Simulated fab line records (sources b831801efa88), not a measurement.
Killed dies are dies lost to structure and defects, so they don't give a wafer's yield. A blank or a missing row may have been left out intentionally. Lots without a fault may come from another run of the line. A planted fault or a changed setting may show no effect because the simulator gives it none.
Chamber matching ; flow gf180mcu ; GF_CONTACT_CVD_00 on hdpcvd-01 has 3 sister chambers
The step deposits SiO2, target thk 300 nm, time 50 s. 3 wafers are shown with their chamber, then 8 later ones without.

## WAFERS, EACH WITH ITS CHAMBER
wafer;chamber;pressure mtorr (mTorr)
L373.3;2;6.015
L373.5;1;5.994
L383.2;0;5.991

## WAFERS MISSING THEIR CHAMBER
wafer;pressure mtorr (mTorr)
L383.3;5.992
L383.6;6.005
L385.2;5.993
L385.3;6.001
L385.6;5.993
L384.4;5.991
L384.5;5.987
L384.6;5.990

## EACH ONE'S CHAMBER
wafer;from the rows above;in truth
L383.3;can't be placed: 0 or 1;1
L383.6;can't be placed: 2 or 1 or 0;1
L385.2;can't be placed: 1 or 0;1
L385.3;can't be placed: 1 or 0 or 2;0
L385.6;can't be placed: 1 or 0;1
L384.4;can't be placed: 0 or 1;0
L384.5;can't be placed: 0 or 1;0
L384.6;can't be placed: 0 or 1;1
Correct placement for 0 of the 8. Unplaceable from these rows: 8, with the true chamber sitting among the candidates in 8. 0 placed wrongly.
How it was worked out, from the rows above alone: a wafer's distance from a chamber is the root of the sum, over the readings, of the square of ((its reading less the chamber's mean) divided by the reading's scatter). If the next closest chamber is less than 2 further off than the closest, the wafer can't be placed; otherwise it belongs to the closest. The mean given for a chamber averages the wafers shown for that chamber. The scatter: with one shown wafer a chamber, the root of the mean of the squares of how far each hidden wafer lies from its nearest shown one.
